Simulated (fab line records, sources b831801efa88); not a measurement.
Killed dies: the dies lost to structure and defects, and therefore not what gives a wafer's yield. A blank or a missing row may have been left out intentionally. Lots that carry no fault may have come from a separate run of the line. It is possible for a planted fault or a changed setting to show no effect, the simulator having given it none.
The same fault as seen by 2 desks + flow gf180mcu + only its own numbers are on each desk; what lay behind them is given at the end

METROLOGY DESK
What the gauges read, lot by lot, whatever tool the lot ran on: means of the sampled wafers that have a number. Marked OUT: a lot whose mean sits more than 4 standard deviations from the usual mean, which makes it out of limits; the brackets give that distance.
Columns: A = POLY_GATE_CVD_00_THK at GF_POLY_GATE_THK_MEAS_01, usual 199.8 nm
| lot  | first seen here | A                |
|------|-----------------|------------------|
| L340 | day 9 04:44     | 204.5            |
| L341 | day 9 08:41     | 202.5            |
| L342 | day 9 14:59     | 201.5            |
| L343 | day 9 22:55     | 198.2            |
| L345 | day 10 16:32    | 200.5            |
| L347 | day 11 03:34    | 180.2 (-7.3) OUT |
| L348 | day 11 14:31    | 177.4 (-8.3) OUT |
| L349 | day 11 18:35    | 179.3 (-7.6) OUT |
| L358 | day 14 08:05    | 199.0            |
| L359 | day 14 13:52    | 202.2            |
| L360 | day 15 00:22    | 204.0            |
| L361 | day 15 02:49    | 201.4            |
Per this desk, out of limits: L347, L348, L349; the first was L347, day 11 03:34 (POLY_GATE_CVD_00_THK at GF_POLY_GATE_THK_MEAS_01). In limits: L340, L341, L342, L343, L345, L358, L359, L360, L361.

DESK OF THE TOOL OWNER: lpcvd-02
The tool's own readings at GF_POLY_GATE_CVD_00 (deposits poly-Si, target thk 200 nm, time 1200 s): means of the sampled wafers that have a number, for each lot that ran on this tool. Marked OUT: a lot whose mean sits more than 4 standard deviations from the usual mean, which makes it out of limits; the brackets give that distance.
Columns: A = pressureMtorr at GF_POLY_GATE_CVD_00, usual 200.0 mTorr
| lot  | first seen here | A                       |
|------|-----------------|-------------------------|
| L340 | day 9 03:23     | 200.2                   |
| L343 | day 9 21:34     | 200.1                   |
| L345 | day 10 15:11    | 199.8                   |
| L347 | day 11 02:14    | 159.6 (-99 or more) OUT |
| L348 | day 11 13:11    | 160.6 (-99 or more) OUT |
| L349 | day 11 17:16    | 160.3 (-99 or more) OUT |
| L358 | day 14 06:44    | 199.7                   |
| L361 | day 15 01:29    | 200.0                   |
Finding of this desk: L347, L348, L349 out of limits; the first was L347 at day 11 02:14, on pressureMtorr at GF_POLY_GATE_CVD_00. In limits: L340, L343, L345, L358, L361.

PUT TOGETHER
The tool owner's desk could have raised an alarm at day 11 02:14, on L347, L348, L349.
Metrology desk: alarm possible at day 11 03:34 on L347, L348, L349.
Of the lots named, all ran GF_POLY_GATE_CVD_00 on lpcvd-02.

WHAT THE SIMULATOR PUT IN
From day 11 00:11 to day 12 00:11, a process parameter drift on lpcvd-02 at GF_POLY_GATE_CVD_00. From 200, the setting pressureMtorr moved by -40. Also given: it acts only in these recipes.
Lots struck among those shown: L347, L348, L349.
Fault start to first reading out of limits, in hours, per desk: tool owner, 2; metrology, 3.
